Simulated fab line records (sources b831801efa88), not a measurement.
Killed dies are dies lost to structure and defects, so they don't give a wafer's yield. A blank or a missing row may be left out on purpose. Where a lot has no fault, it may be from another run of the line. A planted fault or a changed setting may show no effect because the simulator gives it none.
fab line records ; flow sky130
record lots=7; wafers=18; last_day=50
route steps=708 shown SD_P@359 RES_XHIGH@360 SALICIDE@361 LI_CONTACT@362 PAD_OPEN@708
lots that met no fault: from a run of the same line without faults
start_h: start of the lot's first displayed wafer, in hours after the record's first day ; wait_h: hours elapsed since this lot's preceding step ; " the same as in the row above ; L1.1+2: several wafers, shown together as one row ; - either no value or no given start ; * or withheld: withheld ; < > ~ a bound
route shown NAME@n: names a module that has steps shown in the file, with the first one's number in the route ; usual: mean and standard deviation over wafers with no fault ; same: alike in all rows ; chamber/n: place in a boat ; sites: the reading at each site ; _std_site: standard deviation across them ; _edge_site: outer sites' mean less inner sites' ; radius_mm: how far each site lies from the wafer's centre ; mask NAME#n: copy n ; behind: tool/chamber where the wafer was last shaped ; hold: the reason the lot was held/the length of the hold in hours/how it ended ; device: names the non-switching transistor (n, p or np) ; end of line: the same wafers' tests at the end of the route ; step lacking rows: just its recipe ; killed: at the first sort, the dies lost to defects and structure; wafer yield is something else ; map: shows each die of a wafer: x if killed, . if not, _ if none is there
set.NAME: the setting the step ran with; set.NAME@STEP: the setting that earlier step ran with ; model.NAME: the simulator's own value behind a step, which no gauge read
lots at some steps of the route; a table a step, a row a wafer
services: the hour from which a tool's chamber was out of use, counted from the record's first day as start_h (under 0 if before that day), plus the number of hours and why
## steps
# step SKY_SD_N_RS_MEAS_17
# recipe thk_meas_gauge=four-point-probe
# usual SD_P_RS=147.2/0.33
lot.wafer;tool;chamber;start_h;wait_h;SD_P_RS[ohm/sq]
L472.1;film_metro-03;-;708.79;0.1;147.2
L472.5;film_metro-03;-;708.79;0.1;147.3
L472.6;film_metro-03;-;708.79;0.1;147.2
L474.2;film_metro-03;-;737.88;0.1;147.7
L474.4;film_metro-03;-;737.88;0.1;148.1
L474.6;film_metro-03;-;737.88;0.1;147.0
L479.1;film_metro-04;-;772.61;0.1;148.0
L479.6;film_metro-04;-;772.61;0.1;147.1
L481.1;film_metro-02;-;784.02;0.1;147.5
L481.3;film_metro-02;-;784.02;0.1;147.4
L482.1;film_metro-02;-;791.40;0.1;147.2
L482.2;film_metro-02;-;791.40;0.1;147.2
L484.2;film_metro-04;-;799.63;0.1;147.4
L484.3;film_metro-04;-;799.63;0.1;147.2
L484.4;film_metro-04;-;799.63;0.1;147.4
L486.3;film_metro-02;-;817.01;0.1;146.9
L486.5;film_metro-02;-;817.01;0.1;147.7
L486.6;film_metro-02;-;817.01;0.1;146.8
# step SKY_SD_N_RS_MEAS_18
# recipe thk_meas_gauge=four-point-probe
# usual RES_XHIGH_RS=333.6/1.3
lot.wafer;tool;chamber;start_h;wait_h;RES_XHIGH_RS[ohm/sq]
L472.1;film_metro-03;-;708.91;0.1;335.9
L472.5;film_metro-03;-;708.91;0.1;334.8
L472.6;film_metro-03;-;708.91;0.1;335.8
L474.2;film_metro-03;-;738.00;0.1;332.0
L474.4;film_metro-03;-;738.00;0.1;333.0
L474.6;film_metro-03;-;738.00;0.1;333.6
L479.1;film_metro-04;-;772.73;0.1;333.1
L479.6;film_metro-04;-;772.73;0.1;333.9
L481.1;film_metro-02;-;784.14;0.1;334.0
L481.3;film_metro-02;-;784.14;0.1;332.5
L482.1;film_metro-02;-;791.52;0.1;333.4
L482.2;film_metro-02;-;791.52;0.1;335.1
L484.2;film_metro-04;-;799.75;0.1;332.3
L484.3;film_metro-04;-;799.75;0.1;332.8
L484.4;film_metro-04;-;799.75;0.1;331.7
L486.3;film_metro-02;-;817.13;0.1;333.0
L486.5;film_metro-02;-;817.13;0.1;332.3
L486.6;film_metro-02;-;817.13;0.1;332.8
# step SKY_SALICIDE_CLEAN_00
# recipe chemistry=HF-last; time_s=30; dilution=100:1; dry=ipa_marangoni
# step SKY_LI_CONTACT_HDPCVD_00
# recipe material=PSG; target_thk_nm=930; sigma_open_frac=0.3; time_s=155; temp_c=600; sih4_flow_sccm=60; pressure_mtorr=6
# step SKY_LI_CONTACT_THK_MEAS_01
# recipe reads=PSG_of_LI_CONTACT_HDPCVD_00
# usual LI_CONTACT_HDPCVD_THK=925/11
lot.wafer;tool;chamber;start_h;wait_h;LI_CONTACT_HDPCVD_THK[nm]
L472.1;film_metro-04;-;709.15;0.1;928
L472.5;film_metro-04;-;709.15;0.1;938
L472.6;film_metro-04;-;709.15;0.1;927
L474.2;film_metro-04;-;738.23;0.1;934
L474.4;film_metro-04;-;738.23;0.1;928
L474.6;film_metro-04;-;738.23;0.1;927
L479.1;film_metro-03;-;772.97;0.1;935
L479.6;film_metro-03;-;772.97;0.1;921
L481.1;film_metro-03;-;784.38;0.1;923
L481.3;film_metro-03;-;784.38;0.1;918
L482.1;film_metro-04;-;791.76;0.1;944
L482.2;film_metro-04;-;791.76;0.1;933
L484.2;film_metro-02;-;799.98;0.1;939
L484.3;film_metro-02;-;799.98;0.1;944
L484.4;film_metro-02;-;799.98;0.1;943
L486.3;film_metro-04;-;817.35;0.1;930
L486.5;film_metro-04;-;817.35;0.1;935
L486.6;film_metro-04;-;817.35;0.1;947
# step SKY_LI_CONTACT_CMP_02
# recipe material=PSG; down_force_psi=4; platen_rpm=60; pad_velocity_m_s=0.94248
# usual motor_current_A=11.5/1; time_to_endpoint_s=32/3.1
lot.wafer;tool;chamber;start_h;wait_h;motor_current_A;time_to_endpoint_s
L472.1;cmp-02;2;709.26;0.1;11.9;35
L472.6;cmp-02;1;709.26;0.1;11.1;34
L472.5;cmp-02;2;709.26;0.1;12.0;37
L474.4;cmp-02;1;738.28;0.0;11.7;31
L474.2;cmp-02;2;738.28;0.0;11.8;32
L474.6;cmp-02;1;738.28;0.0;11.6;31
L479.1;cmp-02;1;773.18;0.2;11.4;31
L479.6;cmp-02;3;773.18;0.2;11.3;30
L481.1;cmp-02;0;784.44;0.1;10.8;32
L481.3;cmp-02;2;784.44;0.1;11.9;29
L482.1;cmp-02;2;791.82;0.1;12.1;31
L482.2;cmp-02;1;791.82;0.1;11.3;31
L484.2;cmp-02;1;800.03;0.0;11.4;31
L484.3;cmp-02;3;800.03;0.0;10.5;27
L484.4;cmp-02;0;800.03;0.0;10.5;30
L486.3;cmp-01;0;817.54;0.2;13.3;35
L486.6;cmp-01;1;817.54;0.2;9.9;33
L486.5;cmp-01;2;817.54;0.2;11.0;36
# step SKY_LI_CONTACT_BOW_MEAS_03
# recipe mode=bow
# usual LI_CONTACT_BOW=56/6.6
lot.wafer;tool;chamber;start_h;wait_h;LI_CONTACT_BOW[um]
L472.1;film_metro-02;-;709.51;0.2;56
L472.5;film_metro-02;-;709.51;0.2;62
L472.6;film_metro-02;-;709.51;0.2;64
L474.2;film_metro-02;-;738.60;0.2;68
L474.4;film_metro-02;-;738.60;0.2;62
L474.6;film_metro-02;-;738.60;0.2;59
L479.1;film_metro-03;-;773.33;0.1;56
L479.6;film_metro-03;-;773.33;0.1;53
L481.1;film_metro-03;-;784.74;0.2;57
L481.3;film_metro-03;-;784.74;0.2;48
L482.1;film_metro-02;-;792.12;0.2;62
L482.2;film_metro-02;-;792.12;0.2;70
L484.2;film_metro-03;-;800.38;0.3;52
L484.3;film_metro-03;-;800.38;0.3;50
L484.4;film_metro-03;-;800.38;0.3;43
L486.3;film_metro-02;-;817.73;0.1;51
L486.5;film_metro-02;-;817.73;0.1;68
L486.6;film_metro-02;-;817.73;0.1;60
# step SKY_LI_CONTACT_DEHYDRATE_04
# recipe temp_c=200; time_s=60
# step SKY_LI_CONTACT_HMDS_05
# recipe prime_time_s=60; prime_temp_c=120
# step SKY_LI_CONTACT_COAT_06
# recipe resist=BARC; temp_c=withheld; time_s=withheld; spin_rpm=3000; resist_thk_nm=60
# step SKY_LI_CONTACT_COAT_07
# recipe resist=KrF-thick; spin_rpm=3000; resist_thk_nm=450
# step SKY_LI_CONTACT_SOFTBAKE_08
# recipe temp_c=100; time_s=90; resist=KrF-thick
# step SKY_LI_CONTACT_EXPOSE_09
# recipe mask_id=LICM1; na=0.8; source_shape=annular; sigma_inner=0.55; sigma_outer=0.85; target_cd_nm=170; dose_mj=38
# same sigma_inner=0.55
lot.wafer;tool;chamber;start_h;wait_h;mask
L472.1+5+6;krf_scanner-02;0;723.16;-;LICM1#0
L474.2+4+6;krf_scanner-02;0;752.36;-;LICM1#0
L479.1+6;krf_scanner-02;0;786.27;-;LICM1#0
L481.1+3;krf_scanner-02;0;798.46;-;LICM1#0
L482.1+2;krf_scanner-02;0;805.55;-;LICM1#0
L484.2+3+4;krf_scanner-01;0;814.16;-;LICM1#0
L486.3+5+6;krf_scanner-01;0;830.97;-;LICM1#0
# step SKY_LI_CONTACT_PEB_10
# recipe peb_temp_c=withheld; peb_time_s=withheld; resist=KrF-thick
# step SKY_LI_CONTACT_DEVELOP_11
# recipe develop_time_s=60; resist=KrF-thick; dev_temp_c=21
# step SKY_LI_CONTACT_CD_MEAS_12
# recipe target_cd_nm=170
# usual cd_nm=170.5/1.4
lot.wafer;tool;chamber;start_h;wait_h;cd_nm
L472.1;cd_sem-01;-;736.55;-;171.7
L472.5;cd_sem-01;-;736.55;-;170.8
L472.6;cd_sem-01;-;736.55;-;170.2
L474.2;cd_sem-02;-;765.93;-;169.8
L474.4;cd_sem-02;-;765.93;-;169.7
L474.6;cd_sem-02;-;765.93;-;168.1
L479.1;cd_sem-01;-;799.64;-;167.9
L479.6;cd_sem-01;-;799.64;-;168.3
L481.1;cd_sem-01;-;810.99;-;167.2
L481.3;cd_sem-01;-;810.99;-;169.6
L482.1;cd_sem-01;-;818.80;-;167.4
L482.2;cd_sem-01;-;818.80;-;170.0
L484.2;cd_sem-01;-;827.29;-;168.9
L484.3;cd_sem-01;-;827.29;-;171.7
L484.4;cd_sem-01;-;827.29;-;170.0
L486.3;cd_sem-01;-;842.71;-;169.4
L486.5;cd_sem-01;-;842.71;-;167.3
L486.6;cd_sem-01;-;842.71;-;169.2
# step SKY_LI_CONTACT_OVL_MEAS_13
# usual LI_CONTACT_OVL=1/5.8
lot.wafer;tool;chamber;start_h;wait_h;LI_CONTACT_OVL[nm]
L472.1;overlay-01;-;736.67;0.1;-2
L472.5;overlay-01;-;736.67;0.1;2
L472.6;overlay-01;-;736.67;0.1;-4
L474.2;overlay-01;-;766.04;0.1;-6
L474.4;overlay-01;-;766.04;0.1;-9
L474.6;overlay-01;-;766.04;0.1;-3
L479.1;overlay-01;-;799.76;0.1;-3
L479.6;overlay-01;-;799.76;0.1;-4
L481.1;overlay-02;-;811.11;0.1;-6
L481.3;overlay-02;-;811.11;0.1;-2
L482.1;overlay-02;-;818.92;0.1;2
L482.2;overlay-02;-;818.92;0.1;3
L484.2;overlay-02;-;827.39;0.1;10
L484.3;overlay-02;-;827.39;0.1;16
L484.4;overlay-02;-;827.39;0.1;11
L486.3;overlay-02;-;842.80;0.1;-2
L486.5;overlay-02;-;842.80;0.1;-2
L486.6;overlay-02;-;842.80;0.1;5
# step SKY_LI_CONTACT_ETCH_14
# recipe chemistry=N2/H2; target=BARC; ion_energy_ev=200; source_w=500; bias_w=100; pressure_mtorr=30; n2_flow_sccm=100; h2_flow_sccm=200; stop_on=SiO2; time_s=45.9; target_depth_a=600
# usual drypump_motor_current_A=5.8/0.33; oes_product_au=0.855/0.0047; throttle_valve_pct=13.225/0.0094
lot.wafer;tool;chamber;start_h;wait_h;drypump_motor_current_A;oes_product_au;rf_hours_counter_h;throttle_valve_pct;model.LI_CONTACT.cd_nm
L472.1;rie_diel-02;2;736.71;0.0;5.8;0.857;6;13.230;171.1
L472.5;rie_diel-02;0;736.71;0.0;5.5;0.858;-;13.217;171.9
L472.6;rie_diel-02;2;736.71;0.0;5.8;0.853;-;13.238;169
L474.2;rie_diel-03;2;766.07;0.0;6.3;0.861;13;13.211;170.1
L474.4;rie_diel-03;3;766.07;0.0;6.2;0.857;21;13.226;169.9
L474.6;rie_diel-03;2;766.07;0.0;6.3;0.851;-;13.226;168.3
L479.1;rie_diel-04;0;799.80;0.0;5.6;0.862;14;13.208;168.2
L479.6;rie_diel-04;1;799.80;0.0;6.1;0.861;-;13.223;168.7
L481.1;rie_diel-02;2;811.15;0.0;5.8;0.855;8;13.219;166
L481.3;rie_diel-02;3;811.15;0.0;5.9;0.853;4;13.239;169.5
L482.1;rie_diel-02;3;818.96;0.0;5.9;0.867;4;13.209;167.4
L482.2;rie_diel-02;0;818.96;0.0;5.5;0.861;3;13.240;170.2
L484.2;rie_diel-02;3;827.42;0.0;5.9;0.848;5;13.215;168.9
L484.3;rie_diel-02;0;827.42;0.0;5.5;0.861;3;13.233;171.3
L484.4;rie_diel-02;2;827.42;0.0;5.8;0.853;9;13.207;168.8
L486.3;rie_diel-04;1;842.82;0.0;6.1;0.857;2;13.223;169.8
L486.5;rie_diel-04;1;842.82;0.0;6.1;0.859;-;13.231;167.4
L486.6;rie_diel-04;0;842.82;0.0;5.5;0.856;-;13.237;168.7
# step SKY_LI_CONTACT_ETCH_15
# recipe target=PSG; chemistry=C4F8/O2/Ar; stop_on=Si; taper_deg=4.15; mask_material=KrF-thick; source_w=1500; bias_w=1200; pressure_mtorr=40; c4f8_flow_sccm=withheld; O2_flow_sccm=6; Ar_flow_sccm=300; time_s=withheld; target_depth_a=6000
# usual oes_product_au=0.837/0.0047
lot.wafer;tool;chamber;start_h;wait_h;oes_product_au;model.LI_CONTACT.cd_nm
L472.1;rie_diel-02;2;736.75;0.0;0.831;171
L472.5;rie_diel-02;0;736.75;0.0;0.834;172.1
L472.6;rie_diel-02;2;736.75;0.0;0.843;168.6
L474.2;rie_diel-03;2;766.11;0.0;0.830;169.2
L474.4;rie_diel-03;3;766.11;0.0;0.842;170
L474.6;rie_diel-03;2;766.11;0.0;0.836;167.4
L479.1;rie_diel-04;0;799.84;0.0;0.835;167.1
L479.6;rie_diel-04;1;799.84;0.0;0.830;168.5
L481.1;rie_diel-02;2;811.19;0.0;0.845;166.2
L481.3;rie_diel-02;3;811.19;0.0;0.846;169.7
L482.1;rie_diel-02;3;819.00;0.0;0.832;167.7
L482.2;rie_diel-02;0;819.00;0.0;0.844;170
L484.2;rie_diel-02;3;827.46;0.0;0.843;169
L484.3;rie_diel-02;0;827.46;0.0;0.835;171.3
L484.4;rie_diel-02;2;827.46;0.0;0.831;168.9
L486.3;rie_diel-04;1;842.86;0.0;0.843;170.1
L486.5;rie_diel-04;1;842.86;0.0;0.836;167.8
L486.6;rie_diel-04;0;842.86;0.0;0.827;168.1
# step SKY_LI_CONTACT_STRIP_16
# recipe chemistry=O2/N2; power_w=1400; pressure_mtorr=1500; platen_temp_c=withheld; o2_flow_sccm=3000; n2_flow_sccm=300; overash_fraction=0.5
# usual drypump_motor_current_A=5.5/0.3; oes_product_au=0.377/0.0049; strip_time_to_endpoint_s=3.52/0.043
lot.wafer;tool;chamber;start_h;wait_h;drypump_motor_current_A;oes_product_au;rf_hours_counter_h;strip_time_to_endpoint_s
L472.1;plasma_asher-01;0;736.93;-;5.3;0.373;31;3.47
L472.5;plasma_asher-01;0;736.93;-;5.3;0.372;-;3.46
L472.6;plasma_asher-01;1;736.93;-;5.8;0.376;-;3.50
L474.2;plasma_asher-02;1;766.20;-;5.4;0.383;2;3.56
L474.4;plasma_asher-02;0;766.20;-;6.1;0.374;-;3.53
L474.6;plasma_asher-02;1;766.20;-;5.4;0.382;-;3.59
L479.1;plasma_asher-01;0;799.92;-;5.3;0.378;36;3.61
L479.6;plasma_asher-01;0;799.92;-;5.3;0.373;-;3.48
L481.1;plasma_asher-01;0;811.27;-;5.3;0.375;37;3.49
L481.3;plasma_asher-01;0;811.27;-;5.4;0.378;-;3.43
L482.1;plasma_asher-03;0;819.09;-;5.4;0.376;97;3.47
L482.2;plasma_asher-03;1;819.09;-;5.2;0.378;97;3.50
L484.2;plasma_asher-03;0;827.55;-;5.4;0.373;98;3.42
L484.3;plasma_asher-03;0;827.55;-;5.4;0.370;-;3.46
L484.4;plasma_asher-03;1;827.55;-;5.2;0.374;-;3.50
L486.3;plasma_asher-03;1;842.98;-;5.2;0.383;-;3.51
L486.5;plasma_asher-03;0;842.98;-;5.4;0.370;-;3.52
L486.6;plasma_asher-03;1;842.98;-;5.2;0.376;-;3.60
# step SKY_PAD_OPEN_PROBE_99
# usual killed_at_M0_to_M3=44/6.9; killed_at_M4_up=3.3/2.1; killed_at_contacts=24/4.8; killed_at_front_end=15/4.4; killed_at_other=0.2/0.48; killed_dies=87/9.5; killed_open=48/6.5; killed_short=39/6.3
# same gross_dies=492; killed_at_back_side=0
lot.wafer;tool;chamber;start_h;wait_h;killed_at_M0_to_M3;killed_at_M4_up;killed_at_contacts;killed_at_front_end;killed_at_other;killed_dies;killed_open;killed_short
L472.1;prober-02;-;1119.21;0.1;49;6;21;19;0;95;42;53
L472.5;prober-02;-;1119.41;0.2;35;5;24;9;0;73;46;25
L472.6;prober-02;-;1119.46;0.2;31;1;17;13;1;63;27;36
L474.2;prober-02;-;1141.09;0.1;46;2;30;16;0;94;52;42
L474.4;prober-02;-;1141.19;0.2;35;2;19;9;0;65;37;28
L474.6;prober-02;-;1141.29;0.2;49;1;18;11;0;79;45;34
L481.1;prober-01;-;1170.30;0.1;46;2;33;20;0;101;59;40
L482.1;prober-02;-;1176.52;0.1;45;6;29;18;2;100;53;44
L482.2;prober-02;-;1176.57;0.1;51;6;21;10;0;88;44;44
L486.3;prober-02;-;1191.35;0.2;36;4;23;15;0;78;38;40
L486.5;prober-02;-;1191.45;0.2;52;3;20;15;1;91;45;46
L486.6;prober-02;-;1191.50;0.2;54;2;21;11;0;88;52;36
# killed by level:class
L472.1 METAL2:geometric_particle:short=9 METAL1:geometric_particle:short=8 POLY_GATE:geometric_particle:short=7 VIA2:geometric_particle:open=7 VIA1:geometric_particle:open=7 CONTACT:geometric_particle:open=6 LI_CONTACT:geometric_particle:open=5 LOCAL_INTERCONNECT:geometric_particle:short=5
L472.5 VIA2:geometric_particle:open=11 METAL1:geometric_particle:short=9 VIA1:geometric_particle:open=9 CONTACT:geometric_particle:open=8 LI_CONTACT:geometric_particle:open=7 FIELD_ISO:geometric_particle:open=5 CONTACT:geometric_particle:short=5 METAL4:geometric_particle:short=3
L472.6 LOCAL_INTERCONNECT:geometric_particle:short=6 VIA1:geometric_particle:open=5 FIELD_ISO:geometric_particle:short=4 CONTACT:geometric_particle:short=4 METAL1:geometric_particle:short=4 VIA2:geometric_particle:open=4 VIA2:geometric_particle:short=4 VIA3:geometric_particle:open=4
L474.2 VIA1:geometric_particle:open=12 LI_CONTACT:geometric_particle:open=11 CONTACT:geometric_particle:open=6 VIA1:geometric_particle:short=6 METAL2:geometric_particle:short=6 VIA3:geometric_particle:open=5 LOCAL_INTERCONNECT:geometric_particle:short=5 FIELD_ISO:geometric_particle:short=4
L474.4 CONTACT:geometric_particle:open=11 VIA1:geometric_particle:open=8 VIA2:geometric_particle:open=5 METAL2:geometric_particle:short=5 METAL3:geometric_particle:short=4 VIA2:geometric_particle:short=4 LI_CONTACT:geometric_particle:open=3 METAL1:geometric_particle:short=3
L474.6 CONTACT:geometric_particle:open=12 VIA1:geometric_particle:open=10 METAL2:geometric_particle:short=7 METAL1:geometric_particle:short=6 VIA3:geometric_particle:open=6 VIA1:geometric_particle:short=5 FIELD_ISO:geometric_particle:open=4 CONTACT:geometric_particle:short=3
L481.1 CONTACT:geometric_particle:open=15 VIA1:geometric_particle:open=12 FIELD_ISO:geometric_particle:open=6 VIA1:geometric_particle:short=6 LI_CONTACT:geometric_particle:open=6 VIA2:geometric_particle:open=6 VIA3:geometric_particle:short=6 VIA3:geometric_particle:open=6
L482.1 VIA2:geometric_particle:open=13 LI_CONTACT:geometric_particle:open=8 LI_CONTACT:geometric_particle:short=7 CONTACT:geometric_particle:open=6 VIA1:geometric_particle:open=6 FIELD_ISO:geometric_particle:open=5 VIA3:geometric_particle:short=5 CONTACT:geometric_particle:short=5
L482.2 VIA2:geometric_particle:open=14 VIA1:geometric_particle:open=9 CONTACT:geometric_particle:short=7 METAL2:geometric_particle:short=7 VIA3:geometric_particle:open=6 METAL4:geometric_particle:short=6 CONTACT:geometric_particle:open=5 VIA2:geometric_particle:short=5
L486.3 LI_CONTACT:geometric_particle:open=10 FIELD_ISO:geometric_particle:short=6 LOCAL_INTERCONNECT:geometric_particle:short=6 METAL2:geometric_particle:short=6 VIA2:geometric_particle:open=6 VIA1:geometric_particle:open=5 METAL1:geometric_particle:short=4 VIA3:geometric_particle:open=4
L486.5 VIA1:geometric_particle:open=8 METAL1:geometric_particle:short=8 METAL2:geometric_particle:short=8 LI_CONTACT:geometric_particle:open=7 FIELD_ISO:geometric_particle:short=5 FIELD_ISO:geometric_particle:open=5 VIA2:geometric_particle:open=5 VIA2:geometric_particle:short=5
L486.6 VIA1:geometric_particle:open=11 VIA3:geometric_particle:open=8 LI_CONTACT:geometric_particle:open=7 VIA2:geometric_particle:open=7 CONTACT:geometric_particle:open=7 METAL1:geometric_particle:short=5 VIA1:geometric_particle:short=5 FIELD_ISO:geometric_particle:open=4
## services
tool;chamber;start_h;hours;kind
krf_scanner-02;-;688.20;1.2;repair
krf_scanner-02;-;695.88;1.0;pm
rie_diel-04;1;707.93;49.0;repair
cmp-02;-;712.37;1.1;repair
rie_diel-04;3;712.45;4.3;repair
plasma_asher-01;-;719.50;1.9;repair
rie_diel-02;3;730.94;8.2;repair
plasma_asher-03;-;735.66;8.4;repair
rie_diel-04;-;745.15;1.4;repair
rie_diel-02;0;749.66;1.3;repair
plasma_asher-03;-;750.92;1.3;repair
krf_scanner-02;-;761.37;0.8;pm
krf_scanner-02;-;765.07;4.4;pm
plasma_asher-03;-;765.97;14.6;pm
krf_scanner-02;-;783.09;0.1;repair
rie_diel-04;2;799.75;5.8;repair
rie_diel-02;3;801.68;1.6;repair
rie_diel-02;-;803.86;1.3;repair
krf_scanner-02;-;807.26;0.5;repair
krf_scanner-02;-;810.18;2.4;repair
rie_diel-04;0;810.64;12.0;repair
krf_scanner-02;-;824.06;1.3;pm
rie_diel-02;3;830.87;9.3;repair
krf_scanner-02;-;834.96;3.6;pm
## key
first_sign step=SKY_LI_CONTACT_CD_MEAS_12; reading=cd_nm; direction=down; sigmas=2; usual=170.5; struck=167.7; wafers_moved=1
effect none on later readings
model_effect step=SKY_LI_CONTACT_ETCH_14; value=LI_CONTACT.cd_nm; without=170.2; struck=167.6
model_effect step=SKY_LI_CONTACT_ETCH_15; value=LI_CONTACT.cd_nm; without=170.1; struck=167.4
met_at SKY_LI_CONTACT_EXPOSE_09
struck_wafers L479.1,L479.6,L481.1,L482.1
tester_left_out L479,L481,L482
onset_between 752.36 786.27
fault kind=process_parameter_drift; tool=krf_scanner-02; chamber=-; onset_h=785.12; steps=SKY_LI_CONTACT_EXPOSE_09; channel=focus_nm; offset=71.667; shape=step; end_h=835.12; scope=struck_wafers_only
# tester_left_out: of these lots the tester's yield and bins aren't shown, on N5 and GAA mostly nor the transistor test; their killed dies are dies lost to structure and defects alone, not to doping, threshold or leakage, so they don't give the yield
